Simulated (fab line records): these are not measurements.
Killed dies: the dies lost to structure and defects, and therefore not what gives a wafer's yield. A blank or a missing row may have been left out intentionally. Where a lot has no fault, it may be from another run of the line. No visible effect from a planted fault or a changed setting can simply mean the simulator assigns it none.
fab line records    flow sky130
record: lots: 6  wafers: 18  last_day: 50
route steps=708 shown METAL3@557 PAD_OPEN@708
lots untouched by any fault: they come from a run of this same line in which no faults occurred
start_h: start of the lot's first displayed wafer, in hours after the record's first day    wait_h: hours from the lot's prior step to this one    " repeats the value in the row above    L1.1+2: a single row standing in for several wafers    - either no value or no given start    * or withheld: withheld    < > ~ a bound
route shown NAME@n: names a module that has steps shown in the file, with the first one's number in the route    usual: average and standard deviation across the fault-free wafers    same: alike in all rows    chamber/n: place in a boat    sites: each site's reading    _std_site: their standard deviation    _edge_site: mean of outer sites minus mean of inner sites    radius_mm: for every site, how far away it sits from the centre of the wafer    mask NAME#n: copy n    behind: the most recent tool/chamber to have shaped the wafer    hold: cause of the lot's hold/its duration in hours/its outcome    device: which transistor (n, p or np) failed to switch    end of line: the route-end tests of the same wafers    a step with no rows: only its recipe    killed: dies lost to structure and defects at the first sort, not the wafer's yield    map: per-die view of a wafer (x killed, . not killed, _ where there is no die)
set.NAME: the run value of the setting; set.NAME@STEP: its run value at that earlier step    model.NAME: the simulator's own value behind a step, which no gauge read
a table for each step, a row for each wafer; lots at some steps of the route
services: the hour from which a tool's chamber was out of use, counted from the record's first day as start_h (under 0 if before that day), plus the number of hours and why
== steps ==
step: SKY_METAL3_COAT_07
recipe: resist: BARC  temp_c: withheld  time_s: withheld  spin_rpm: 3000  resist_thk_nm: 60
step: SKY_METAL3_COAT_08
recipe: resist: KrF-thick  spin_rpm: 3000  resist_thk_nm: 1140
step: SKY_METAL3_SOFTBAKE_09
recipe: temp_c: 100  time_s: 90  resist: KrF-thick
step: SKY_METAL3_EXPOSE_10
recipe: mask_id: MM3  na: 0.68  source_shape: annular  sigma_inner: 0.4  sigma_outer: 0.8  target_cd_nm: 300  dose_mj: 28
step: SKY_METAL3_PEB_11
recipe: peb_temp_c: withheld  peb_time_s: withheld  resist: KrF-thick
step: SKY_METAL3_DEVELOP_12
recipe: develop_time_s: 60  resist: KrF-thick  dev_temp_c: 21.7
step: SKY_METAL3_CD_MEAS_13
recipe: target_cd_nm: 300
usual: cd_nm: 299.6/1.6
lot.wafer  tool       chamber  start_h  wait_h  cd_nm
L547.1     cd_sem-02  -        973.56   -       301.3
L547.2     "          -        "        "       300.8
L547.6     "          -        "        "       300.2
L558.2     cd_sem-01  -        1029.18  -       299.6
L558.5     "          -        "        "       299.2
L558.6     "          -        "        "       300.1
L559.3     cd_sem-01  -        1041.67  -       303.6
L559.4     "          -        "        "       303.5
L559.5     "          -        "        "       302.0
L560.2     cd_sem-01  -        1047.25  -       301.2
L560.4     "          -        "        "       299.3
L560.5     "          -        "        "       301.1
L561.2     cd_sem-01  -        1049.04  -       300.1
L561.3     "          -        "        "       300.5
L561.5     "          -        "        "       302.6
L562.4     cd_sem-02  -        1055.12  -       299.3
L562.5     "          -        "        "       300.6
L562.6     "          -        "        "       298.4
step: SKY_METAL3_OVL_MEAS_14
usual: METAL3_OVL: 3/5.6
lot.wafer  tool        chamber  start_h  wait_h  METAL3_OVL[nm]
L547.1     overlay-01  -        973.68   0.1     -6
L547.2     "           -        "        "       7
L547.6     "           -        "        "       0
L558.2     overlay-01  -        1029.29  0.1     2
L558.5     "           -        "        "       -11
L558.6     "           -        "        "       3
L559.3     overlay-01  -        1041.76  0.1     -2
L559.4     "           -        "        "       4
L559.5     "           -        "        "       6
L560.2     overlay-01  -        1047.36  0.1     -4
L560.4     "           -        "        "       -12
L560.5     "           -        "        "       2
L561.2     overlay-01  -        1049.15  0.1     1
L561.3     "           -        "        "       10
L561.5     "           -        "        "       7
L562.4     overlay-02  -        1055.20  0.1     14
L562.5     "           -        "        "       13
L562.6     "           -        "        "       6
step: SKY_METAL3_DESCUM_15
recipe: chemistry: O2  source_power_w: 150  bias_power_w: 0  pressure_mtorr: 10  temp_c: 40  time_s: 8
usual: drypump_motor_current_A: 5.2/0.4  oes_product_au: 0.999/0.0071
lot.wafer  tool          chamber  start_h  wait_h  drypump_motor_current_A  oes_product_au  rf_hours_counter_h
L547.1     rie_metal-01  1        973.72   0.0     4.8                      0.990           1
L547.2     "             0        "        "       5.3                      0.999           3
L547.6     "             0        "        "       5.3                      1.006           -
L558.2     rie_metal-01  1        1029.32  0.0     4.7                      0.992           4
L558.5     "             0        "        "       5.3                      1.006           -
L558.6     "             1        "        "       4.7                      0.991           -
L559.3     rie_metal-03  1        1041.80  0.0     5.4                      1.017           -
L559.4     "             0        "        "       4.7                      1.007           -
L559.5     "             1        "        "       5.4                      1.003           -
L560.2     rie_metal-04  1        1047.39  0.0     5.2                      1.001           15
L560.4     "             1        "        "       5.3                      0.993           -
L560.5     "             1        "        "       5.3                      0.996           -
L561.2     rie_metal-04  0        1049.18  0.0     5.9                      0.998           10
L561.3     "             1        "        "       5.3                      1.000           -
L561.5     "             1        "        "       5.3                      0.989           -
L562.4     rie_metal-03  1        1055.23  0.0     5.4                      0.996           -
L562.5     "             0        "        "       4.8                      1.003           -
L562.6     "             1        "        "       5.3                      1.001           -
step: SKY_METAL3_ETCH_16
recipe: chemistry: N2/H2  target: BARC  ion_energy_ev: 200  bias_w: 100  pressure_mtorr: 30  n2_flow_sccm: 100  h2_flow_sccm: 200  icp_w: 500  stop_on: SiO2  time_s: 88.2  target_depth_a: 600
usual: drypump_motor_current_A: 5.2/0.4  oes_product_au: 0.626/0.005  throttle_valve_pct: 13.204/0.0092
lot.wafer  tool          chamber  start_h  wait_h  drypump_motor_current_A  oes_product_au  rf_hours_counter_h  throttle_valve_pct
L547.1     rie_metal-01  1        973.75   0.0     4.7                      0.628           1                   13.212
L547.2     "             0        "        "       5.3                      0.620           3                   13.214
L547.6     "             0        "        "       5.3                      0.627           -                   13.197
L558.2     rie_metal-01  1        1029.35  0.0     4.7                      0.623           4                   13.201
L558.5     "             0        "        "       5.3                      0.619           -                   13.216
L558.6     "             1        "        "       4.7                      0.625           -                   13.196
L559.3     rie_metal-03  1        1041.85  0.0     5.4                      0.632           -                   13.198
L559.4     "             0        "        "       4.7                      0.629           -                   13.214
L559.5     "             1        "        "       5.4                      0.623           -                   13.196
L560.2     rie_metal-04  1        1047.42  0.0     5.3                      0.635           15                  13.199
L560.4     "             1        "        "       5.3                      0.624           -                   13.208
L560.5     "             1        "        "       5.3                      0.616           -                   13.207
L561.2     rie_metal-04  0        1049.21  0.0     5.9                      0.625           10                  13.206
L561.3     "             1        "        "       5.3                      0.615           -                   13.214
L561.5     "             1        "        "       5.2                      0.631           -                   13.209
L562.4     rie_metal-03  1        1055.28  0.0     5.4                      0.626           -                   13.186
L562.5     "             0        "        "       4.7                      0.619           -                   13.211
L562.6     "             1        "        "       5.4                      0.627           -                   13.203
step: SKY_METAL3_ETCH_17
recipe: target: SiO2  stop_on: TiN  chemistry: C4F8/O2/Ar  source_w: 1500  bias_w: 1200  pressure_mtorr: 40  c4f8_flow_sccm: withheld  O2_flow_sccm: 6  Ar_flow_sccm: 300  time_s: 3.9  target_depth_a: 150
usual: oes_product_au: 0.752/0.0064
lot.wafer  tool         chamber  start_h  wait_h  oes_product_au  rf_hours_counter_h
L547.1     rie_diel-04  1        973.85   0.1     0.756           19
L547.2     "            2        "        "       0.744           19
L547.6     "            3        "        "       0.759           -
L558.2     rie_diel-04  3        1029.45  0.1     0.744           20
L558.5     "            1        "        "       0.755           -
L558.6     "            0        "        "       0.752           -
L559.3     rie_diel-02  2        1041.92  0.0     0.749           15
L559.4     "            2        "        "       0.763           -
L559.5     "            1        "        "       0.752           -
L560.2     rie_diel-04  2        1047.52  0.1     0.751           21
L560.4     "            0        "        "       0.759           17
L560.5     "            0        "        "       0.769           -
L561.2     rie_diel-03  3        1049.31  0.1     0.752           5
L561.3     "            0        "        "       0.756           15
L561.5     "            1        "        "       0.766           -
L562.4     rie_diel-03  1        1055.35  0.0     0.752           18
L562.5     "            1        "        "       0.750           -
L562.6     "            0        "        "       0.737           -
step: SKY_METAL3_METAL_ETCH_18
recipe: target_depth_a: 8450  stop_on: SiO2  over_etch_frac: 0.3  time_s: 183.1  chemistry: Cl2/BCl3  resist_sidewall_deg: 88  pressure_mtorr: 10  icp_w: 900  bias_w: 48.5  Cl2_flow_sccm: 60  bcl3_flow_sccm: 30
usual: drypump_motor_current_A: 5.2/0.39  oes_product_au: 0.866/0.0055  throttle_valve_pct: 22.265/0.0089
lot.wafer  tool          chamber  start_h  wait_h  drypump_motor_current_A  oes_product_au  rf_hours_counter_h  throttle_valve_pct
L547.1     rie_metal-04  1        973.87   0.0     5.2                      0.865           11                  22.280
L547.2     "             0        "        "       5.9                      0.864           6                   22.262
L547.6     "             0        "        "       5.9                      0.859           -                   22.257
L558.2     rie_metal-04  0        1029.47  0.0     5.9                      0.865           9                   22.256
L558.5     "             0        "        "       5.9                      0.855           -                   22.290
L558.6     "             1        "        "       5.3                      0.859           -                   22.272
L559.3     rie_metal-04  1        1042.00  0.1     5.2                      0.864           -                   22.264
L559.4     "             0        "        "       5.9                      0.869           -                   22.258
L559.5     "             0        "        "       5.9                      0.869           -                   22.271
L560.2     rie_metal-01  1        1047.54  0.0     4.7                      0.871           5                   22.275
L560.4     "             1        "        "       4.7                      0.868           -                   22.265
L560.5     "             1        "        "       4.7                      0.862           -                   22.264
L561.2     rie_metal-01  1        1049.33  0.0     4.7                      0.862           6                   22.254
L561.3     "             0        "        "       5.3                      0.862           -                   22.265
L561.5     "             1        "        "       4.7                      0.865           -                   22.249
L562.4     rie_metal-04  0        1055.43  0.1     5.9                      0.865           -                   22.260
L562.5     "             1        "        "       5.3                      0.878           -                   22.274
L562.6     "             0        "        "       5.9                      0.872           -                   22.268
step: SKY_METAL3_STRIP_19
recipe: chemistry: O2/N2  power_w: 1400  pressure_mtorr: 1500  platen_temp_c: withheld  o2_flow_sccm: 3000  n2_flow_sccm: 300  overash_fraction: 0.5
usual: chamber_pressure_mTorr: 1499.8/1.2  drypump_motor_current_A: 5.3/0.45  oes_product_au: 0.503/0.005  strip_time_to_endpoint_s: 6.55/0.081
lot.wafer  tool             chamber  start_h  wait_h  chamber_pressure_mTorr  drypump_motor_current_A  oes_product_au  rf_hours_counter_h  strip_time_to_endpoint_s  model.KrF-thick_of_METAL3_COAT_08.thk_nm
L547.1     plasma_asher-01  0        974.05   0.1     1499.5                  6.0                      0.506           21                  6.65                      0
L547.2     "                1        "        "       1501.3                  4.9                      0.509           21                  6.66                      0
L547.6     "                1        "        "       1497.9                  4.9                      0.506           -                   6.64                      0
L558.2     plasma_asher-03  0        1029.65  0.1     -                       -                        -               -                   -                         539
L558.5     "                1        "        "       -                       -                        -               -                   -                         525.9
L558.6     "                0        "        "       -                       -                        -               -                   -                         529.9
L559.3     plasma_asher-03  1        1042.15  0.1     -                       -                        -               -                   -                         530.1
L559.4     "                0        "        "       -                       -                        -               -                   -                         532
L559.5     "                0        "        "       -                       -                        -               -                   -                         533.8
L560.2     plasma_asher-03  1        1047.71  0.1     1501.3                  4.9                      0.509           91                  6.72                      0
L560.4     "                1        "        "       1499.5                  4.9                      0.505           -                   6.72                      0
L560.5     "                0        "        "       1497.6                  4.9                      0.507           -                   6.75                      0
L561.2     plasma_asher-01  0        1049.50  0.1     1500.8                  6.0                      0.509           28                  6.71                      0
L561.3     "                1        "        "       1501.9                  5.0                      0.506           -                   6.65                      0
L561.5     "                0        "        "       1500.2                  6.0                      0.503           -                   6.70                      0
L562.4     plasma_asher-01  0        1055.58  0.1     1502.1                  6.0                      0.510           -                   6.65                      0
L562.5     "                1        "        "       1499.9                  5.0                      0.511           -                   6.59                      0
L562.6     "                0        "        "       1499.6                  6.0                      0.500           -                   6.58                      0
step: SKY_METAL3_STRIP_20
recipe: chemistry: post_etch_residue_remover  time_s: 1200  temp_c: 72.5
step: SKY_PAD_OPEN_PROBE_99
usual: defect_limited_yield: 82.4/1.9  killed_at_M0_to_M3: 44/7.2  killed_at_M4_up: 3.2/1.8  killed_at_contacts: 24/5.4  killed_at_front_end: 15/4  killed_at_other: 0.3/0.56  killed_dies: 87/9.2  killed_on_rim: 17/4  killed_open: 47/7.3  killed_short: 39/5.7  sort_bin_3_pad_short: 0.9/0.45  sort_bin_5_function: 10.6/1.5  sort_bin_6_memory: 6.2/1.1  sort_n_pass: 405/9.2  sort_yield_pct: 82.4/1.9
same: gross_dies: 492  killed_at_back_side: 0  sort_bin_4_leakage[%]: 0  sort_bin_8_speed[%]: 0
lot.wafer  tool       chamber  start_h  wait_h  defect_limited_yield[%]  killed_at_M0_to_M3  killed_at_M4_up  killed_at_contacts  killed_at_front_end  killed_at_other  killed_dies  killed_on_rim  killed_open  killed_short  sort_bin_3_pad_short[%]  sort_bin_5_function[%]  sort_bin_6_memory[%]  sort_n_pass  sort_yield_pct[%]
L547.1     prober-02  -        1135.45  0.1     80.9                     51                  3                22                  18                   0                94           23             55           38            1.2                      11.4                    6.5                   398          80.9
L547.2     prober-02  -        1135.50  0.1     83.7                     42                  3                19                  16                   0                80           17             43           36            1.0                      8.7                     6.5                   412          83.7
L547.6     prober-02  -        1135.70  0.2     86.4                     40                  1                16                  10                   0                67           17             42           25            0.8                      7.5                     5.3                   425          86.4
L558.2     prober-01  -        1178.56  0.1     0                        449                 0                29                  13                   1                492          96             51           31            1.0                      93.9                    5.1                   0            0
L558.5     prober-01  -        1178.71  0.2     0                        447                 4                31                  10                   0                492          96             61           39            0.6                      92.1                    7.3                   0            0
L558.6     prober-01  -        1178.76  0.2     0                        455                 0                26                  11                   0                492          96             58           30            0.4                      94.7                    4.9                   0            0
L559.3     prober-02  -        1187.48  0.2     0                        446                 1                24                  21                   0                492          96             47           38            0.4                      93.3                    6.3                   0            0
L559.4     prober-02  -        1187.53  0.2     0                        445                 2                16                  29                   0                492          96             48           32            0.8                      92.5                    6.7                   0            0
L559.5     prober-02  -        1187.58  0.2     0                        451                 3                19                  18                   1                492          96             50           31            0                        94.9                    5.1                   0            0
L561.2     prober-02  -        1191.69  0.1     86.6                     29                  2                20                  14                   1                66           11             36           30            0.8                      7.5                     5.1                   426          86.6
L561.3     prober-02  -        1191.74  0.2     82.7                     40                  7                21                  17                   0                85           15             35           50            0.8                      10.0                    6.5                   407          82.7
L561.5     prober-02  -        1191.84  0.2     82.5                     44                  0                25                  17                   0                86           18             50           36            1.0                      11.4                    5.1                   406          82.5
killed by level:class
L547.1 CONTACT:geometric_particle:open=15 VIA2:geometric_particle:open=12 METAL2:geometric_particle:short=7 VIA3:geometric_particle:open=6 VIA1:geometric_particle:short=5 VIA1:geometric_particle:open=5 FIELD_ISO:geometric_particle:open=4 FIELD_ISO:geometric_particle:short=4
L547.2 VIA1:geometric_particle:open=10 METAL1:geometric_particle:short=9 CONTACT:geometric_particle:open=6 VIA2:geometric_particle:open=6 FIELD_ISO:geometric_particle:short=5 LI_CONTACT:geometric_particle:open=4 POLY_CUT:geometric_particle:open=3 METAL4:geometric_particle:short=3
L547.6 VIA1:geometric_particle:open=12 LI_CONTACT:geometric_particle:open=10 VIA3:geometric_particle:open=7 VIA1:geometric_particle:short=6 VIA2:geometric_particle:open=6 POLY_GATE:geometric_particle:short=3 LOCAL_INTERCONNECT:geometric_particle:short=3 METAL1:geometric_particle:short=3
L558.2 VIA3:area_hdpcvd=410 CONTACT:geometric_particle:open=10 VIA1:geometric_particle:open=10 VIA3:geometric_particle:open=10 LI_CONTACT:geometric_particle:open=7 CONTACT:geometric_particle:short=6 METAL2:geometric_particle:short=6 LI_CONTACT:geometric_particle:short=5
L558.5 VIA3:area_hdpcvd=392 VIA1:geometric_particle:open=15 CONTACT:geometric_particle:open=12 VIA2:geometric_particle:open=12 VIA3:geometric_particle:open=8 LI_CONTACT:geometric_particle:short=6 CONTACT:geometric_particle:short=6 METAL1:geometric_particle:short=6
L558.6 VIA3:area_hdpcvd=404 VIA1:geometric_particle:open=16 CONTACT:geometric_particle:open=10 LI_CONTACT:geometric_particle:open=9 VIA3:geometric_particle:open=8 VIA1:geometric_particle:short=5 VIA2:geometric_particle:open=5 FIELD_ISO:geometric_particle:open=4
L559.3 VIA3:area_hdpcvd=407 CONTACT:geometric_particle:open=10 VIA2:geometric_particle:open=8 VIA1:geometric_particle:open=6 FIELD_ISO:geometric_particle:open=5 FIELD_ISO:geometric_particle:short=5 POLY_GATE:geometric_particle:short=5 POLY_GATE:geometric_particle:open=5
L559.4 VIA3:area_hdpcvd=411 POLY_GATE:geometric_particle:open=10 FIELD_ISO:geometric_particle:open=8 LI_CONTACT:geometric_particle:open=7 VIA3:geometric_particle:open=7 VIA2:geometric_particle:open=5 POLY_GATE:geometric_particle:short=5 VIA1:geometric_particle:open=5
L559.5 VIA3:area_hdpcvd=411 VIA1:geometric_particle:open=10 FIELD_ISO:geometric_particle:open=7 VIA2:geometric_particle:open=6 CONTACT:geometric_particle:open=6 LI_CONTACT:geometric_particle:open=5 VIA1:geometric_particle:short=5 FIELD_ISO:geometric_particle:short=4
L561.2 CONTACT:geometric_particle:open=7 LI_CONTACT:geometric_particle:open=6 VIA1:geometric_particle:open=6 VIA2:geometric_particle:open=5 CONTACT:geometric_particle:short=4 METAL3:geometric_particle:short=4 FIELD_ISO:geometric_particle:short=3 POLY_GATE:geometric_particle:open=3
L561.3 CONTACT:geometric_particle:open=9 VIA3:geometric_particle:open=8 METAL1:geometric_particle:short=7 VIA1:geometric_particle:short=7 LOCAL_INTERCONNECT:geometric_particle:short=6 METAL4:geometric_particle:short=6 POLY_GATE:geometric_particle:short=5 LI_CONTACT:geometric_particle:open=4
L561.5 LI_CONTACT:geometric_particle:open=13 VIA1:geometric_particle:open=13 VIA2:geometric_particle:open=11 LOCAL_INTERCONNECT:geometric_particle:short=5 METAL3:geometric_particle:short=5 SPACER:geometric_particle:short=4 CONTACT:geometric_particle:short=4 VIA3:geometric_particle:short=4
map L558.2 (x killed, . not)
__________xxxxxxxxxx_________
________xxxxxxxxxxxxxx_______
______xxxxxxxxxxxxxxxxxx_____
_____xxxxxxxxxxxxxxxxxxxx____
____xxxxxxxxxxxxxxxxxxxxxx___
___xxxxxxxxxxxxxxxxxxxxxxxx__
__xxxxxxxxxxxxxxxxxxxxxxxxxx_
_xxxxxxxxxxxxxxxxxxxxxxxxxxxx
_xxxxxxxxxxxxxxxxxxxxxxxxxxxx
_xxxxxxxxxxxxxxxxxxxxxxxxxxxx
_xxxxxxxxxxxxxxxxxxxxxxxxxxxx
_xxxxxxxxxxxxxxxxxxxxxxxxxxxx
_xxxxxxxxxxxxxxxxxxxxxxxxxxxx
_xxxxxxxxxxxxxxxxxxxxxxxxxxxx
_xxxxxxxxxxxxxxxxxxxxxxxxxxxx
__xxxxxxxxxxxxxxxxxxxxxxxxxx_
___xxxxxxxxxxxxxxxxxxxxxxxx__
____xxxxxxxxxxxxxxxxxxxxxx___
_____xxxxxxxxxxxxxxxxxxxx____
______xxxxxxxxxxxxxxxxxx_____
________xxxxxxxxxxxxxx_______
__________xxxxxxxxxx_________
map L559.3 (x killed, . not)
__________xxxxxxxxxx_________
________xxxxxxxxxxxxxx_______
______xxxxxxxxxxxxxxxxxx_____
_____xxxxxxxxxxxxxxxxxxxx____
____xxxxxxxxxxxxxxxxxxxxxx___
___xxxxxxxxxxxxxxxxxxxxxxxx__
__xxxxxxxxxxxxxxxxxxxxxxxxxx_
_xxxxxxxxxxxxxxxxxxxxxxxxxxxx
_xxxxxxxxxxxxxxxxxxxxxxxxxxxx
_xxxxxxxxxxxxxxxxxxxxxxxxxxxx
_xxxxxxxxxxxxxxxxxxxxxxxxxxxx
_xxxxxxxxxxxxxxxxxxxxxxxxxxxx
_xxxxxxxxxxxxxxxxxxxxxxxxxxxx
_xxxxxxxxxxxxxxxxxxxxxxxxxxxx
_xxxxxxxxxxxxxxxxxxxxxxxxxxxx
__xxxxxxxxxxxxxxxxxxxxxxxxxx_
___xxxxxxxxxxxxxxxxxxxxxxxx__
____xxxxxxxxxxxxxxxxxxxxxx___
_____xxxxxxxxxxxxxxxxxxxx____
______xxxxxxxxxxxxxxxxxx_____
________xxxxxxxxxxxxxx_______
__________xxxxxxxxxx_________
== services ==
tool             chamber  start_h  hours  kind
rie_metal-04     1        986.03   9.3    repair
plasma_asher-01  -        986.18   2.8    pm
plasma_asher-03  -        993.52   1.0    repair
rie_diel-03      0        997.67   10.1   repair
rie_diel-04      2        1010.83  4.7    repair
rie_diel-02      0        1040.36  7.8    repair
rie_diel-02      3        1048.02  3.1    repair
== key ==
first_sign: step: SKY_METAL3_STRIP_19  reading: tool_record  direction: missing
effect: step: SKY_PAD_OPEN_PROBE_99  reading: sort_bin_5_function  direction: up  sigmas: 57  usual: 10.6  struck: 93.6
model_effect: step: SKY_METAL3_STRIP_19  value: KrF-thick_of_METAL3_COAT_08.thk_nm  without: 0  struck: 531.8
more_kills_born_at: SKY_VIA3_HDPCVD_00@hdpcvd-02: 1229  SKY_VIA3_HDPCVD_00@hdpcvd-01: 1206
met_at SKY_METAL3_STRIP_19
struck_wafers L558.2,L558.5,L558.6,L559.3,L559.4,L559.5
later_rows_left_out L558.2,L558.5,L558.6,L559.3,L559.4,L559.5
fault: kind: skipped_step_whole  tool: plasma_asher-03  chamber: -  onset_h: 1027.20  steps: SKY_METAL3_STRIP_19  scope: struck_lots_only
later_rows_left_out: the simulator's readings of these wafers behind a module that went badly wrong aren't trusted and aren't shown, but for the sort
